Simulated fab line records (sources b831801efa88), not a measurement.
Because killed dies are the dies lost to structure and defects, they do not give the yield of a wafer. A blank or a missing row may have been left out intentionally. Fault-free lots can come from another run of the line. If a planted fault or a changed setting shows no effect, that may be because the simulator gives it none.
The tool behind it: which one?	flow sfq line	42 wafers from 14 lots sampled at 3 of the route's 325 steps

WHAT THE GAUGES READ, wafer by wafer
SFQ_I4_BOW_MEAS_927. Usual: for I4_BOW the level is 4 um and the standard deviation is 10.
lot	measured	on	I4_BOW (um)	flag
L542	day 55 10:11	film metro-04	-11 -9 -7	
L543	day 55 11:09	film metro-01	3 -2 -6	
L544	day 55 13:09	film metro-03	13 6 8	
L545	day 55 16:11	film metro-01	10 0 6	
L549	day 56 04:09	film metro-03	8 2 15	
L551	day 56 10:11	film metro-04	13 0 10	
L552	day 56 12:14	film metro-03	-9 -3 10	
L553	day 56 13:09	film metro-01	6 3 23	
L555	day 56 18:13	film metro-03	16 6 2	
L558	day 57 00:14	film metro-03	5 0 -14	
L561	day 57 04:10	film metro-04	-2 -4 3	
L562	day 57 13:10	film metro-04	2 12 3	
L563	day 57 13:33	film metro-03	-14 -15 -18	
L564	day 57 16:09	film metro-04	3 11 -2	

TOOL THAT RAN EACH LOT (tool first, then ch and the chambers of the sampled wafers, then the start)
lot	SFQ_TRILAYER_M4_BARC_OPEN_METAL_ETCH_123	SFQ_TRILAYER_I4_DEP_PECVD_099
L542	rie metal-03 ch 0,1, day 54 05:43	pecvd-04 ch 0,2, day 54 06:39
L543	rie metal-04 ch 0,1, day 54 06:53	pecvd-01 ch 0,2, day 54 07:51
L544	rie metal-03 ch 0,1, day 54 09:17	pecvd-02 ch 0,1,2, day 54 10:15
L545	rie metal-04 ch 0,1, day 54 11:43	pecvd-01 ch 1,2, day 54 12:39
L549	rie metal-02 ch 0,1, day 55 01:38	pecvd-04 ch 0,2, day 55 02:36
L551	rie metal-03 ch 0, day 55 10:05	pecvd-01 ch 0,1, day 55 11:48
L552	rie metal-03 ch 0, day 55 13:40	pecvd-04 ch 0,2, day 55 15:23
L553	rie metal-04 ch 0,1, day 55 14:50	pecvd-02 ch 0,1,2, day 55 15:48
L555	rie metal-04 ch 0,1, day 55 18:26	pecvd-02 ch 0,1, day 55 19:24
L558	rie metal-02 ch 0,1, day 56 00:26	pecvd-04 ch 0,1, day 56 01:25
L561	rie metal-03 ch 0,1, day 56 06:26	pecvd-01 ch 0,1, day 56 07:25
L562	rie metal-04 ch 0,1, day 57 02:50	pecvd-02 ch 0,1,2, day 57 03:48
L563	rie metal-04 ch 0,1, day 57 05:16	pecvd-04 ch 0,1,2, day 57 06:12
L564	rie metal-02 ch 0,1, day 57 08:50	pecvd-01 ch 0,1, day 57 09:48
- SFQ_TRILAYER_M4_BARC_OPEN_METAL_ETCH_123: etches BARC in O2, target depth 125 nm, time 41.7 s.
- SFQ_TRILAYER_I4_DEP_PECVD_099: deposits SiO2 from SiH4/N2O, time 111.11 s, target thk 500 nm.

AS READ BY THE TOOLS THEMSELVES (means over the sampled wafers that have a number; for cases with no such wafer, the mark the record gives instead)
SFQ_TRILAYER_M4_BARC_OPEN_METAL_ETCH_123. Usual: drypump motor current A 5.8 A, standard deviation 0.4; oes product au 0.684 a.u., standard deviation 0.0044; rf fwd power W 592.9 W, standard deviation 2.9.
lot	tool	drypump motor current A (A)	oes product au (a.u.)	rf fwd power W (W)	flag
L542	rie metal-03	5.3	0.685	593.0	
L543	rie metal-04	6.1	0.681	590.6	
L544	rie metal-03	5.3	0.682	594.5	
L545	rie metal-04	6.2	0.681	591.7	
L549	rie metal-02	6.0	0.678	596.4	
L551	rie metal-03	5.4	0.683	594.1	
L552	rie metal-03	5.4	0.680	592.3	
L553	rie metal-04	6.2	0.685	590.7	
L555	rie metal-04	6.1	0.685	590.7	
L558	rie metal-02	5.9	0.687	594.9	
L561	rie metal-03	5.4	0.685	592.8	
L562	rie metal-04	6.1	0.685	595.5	
L563	rie metal-04	6.1	0.685	592.4	
L564	rie metal-02	5.7	0.688	594.7	

SFQ_TRILAYER_I4_DEP_PECVD_099. Usual: chamber pressure Torr 2.399 Torr, standard deviation 0.0052; heater power outer w 27 W, standard deviation 8.2; heater power w 78 W, standard deviation 12; rf fwd power W 182.3 W, standard deviation 0.53; throttle valve pct 25.2 %, standard deviation 0.86.
lot	tool	chamber pressure Torr (Torr)	heater power outer w (W)	heater power w (W)	rf fwd power W (W)	throttle valve pct (%)	flag
L542	pecvd-04	2.403	28	76	182.5	25.3	
L543	pecvd-01	2.396	23	76	182.4	25.6	
L544	pecvd-02	2.401	28	74	182.2	25.5	
L545	pecvd-01	2.404	32	86	182.5	24.6	
L549	pecvd-04	2.397	27	76	182.4	25.4	
L551	pecvd-01	2.395	17	71	182.3	25.5	
L552	pecvd-04	2.398	24	73	182.3	25.3	
L553	pecvd-02	2.398	24	70	182.3	25.5	
L555	pecvd-02	2.396	20	58	182.3	25.6	
L558	pecvd-04	2.403	36	89	181.7	25.3	
L561	pecvd-01	2.396	21	75	182.1	24.5	
L562	pecvd-02	2.398	32	81	182.5	23.4	
L563	pecvd-04	2.404	34	86	182.6	25.2	
L564	pecvd-01	2.393	17	71	182.3	25.7	

THE ANSWER, worked out from the rows above alone
Rule: a lot is off if the mean of its wafers that have a number lies more than 3 standard deviations from the usual mean. A lot without any number at a reading at which 4 lots or more have one is off too. Where the step has rows for the other lots, those lots are counted as sound. Order of review: gauges by route order, followed by the tools' own readings, for which a lot's mean as printed above is used. At the first step where some lot is off, the reading lying furthest off is the one used; lots without a number count as furthest.
No lot is off on any of the readings shown, so nothing can be concluded from this.

WHAT THE SIMULATOR HAD INSERTED
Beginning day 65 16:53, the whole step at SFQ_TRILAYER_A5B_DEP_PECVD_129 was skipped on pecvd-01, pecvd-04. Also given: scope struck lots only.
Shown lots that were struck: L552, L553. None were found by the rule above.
